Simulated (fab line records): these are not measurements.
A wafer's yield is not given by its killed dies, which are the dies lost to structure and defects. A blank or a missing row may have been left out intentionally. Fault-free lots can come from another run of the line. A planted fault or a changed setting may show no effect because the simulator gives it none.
Matching of chambers	flow gf180mcu	GF_V3_CVD_02 on pecvd-03: 3 sister chambers
The step deposits SiO2 from TEOS, target thk 850 nm, time 94.851 s. 3 wafers are shown with their chamber, then 7 later ones without.

## WAFERS PAIRED WITH THEIR CHAMBERS
wafer	chamber	heater power w (W)
L565.5	1	779
L565.6	2	429
L567.5	0	758

## WAFERS MISSING THEIR CHAMBER
wafer	heater power w (W)
L567.6	743
L568.4	485
L568.5	658
L568.6	646
L570.2	424
L570.3	791
L570.5	811

## WHICH CHAMBER EACH WENT THROUGH
wafer	from the rows above	in truth
L567.6	can't be placed: 0 or 1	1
L568.4	2	2
L568.5	can't be placed: 0 or 1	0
L568.6	can't be placed: 0 or 1 or 2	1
L570.2	2	2
L570.3	can't be placed: 1 or 0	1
L570.5	can't be placed: 1 or 0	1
Placed correctly: 2 of 7. Unplaceable from these rows: 5, with the true chamber sitting among the candidates in 5. Number placed wrongly: 0.
How it was worked out, from the rows above alone: a wafer's distance from a chamber is the root of the sum, over the readings, of the square of ((its reading less the chamber's mean) divided by the reading's scatter). If the next closest chamber is less than 2 further off than the closest, the wafer can't be placed; otherwise it belongs to the closest. For every chamber, the mean is computed from those of its wafers that are shown. The scatter: with one shown wafer a chamber, the root of the mean of the squares of how far each hidden wafer lies from its nearest shown one.
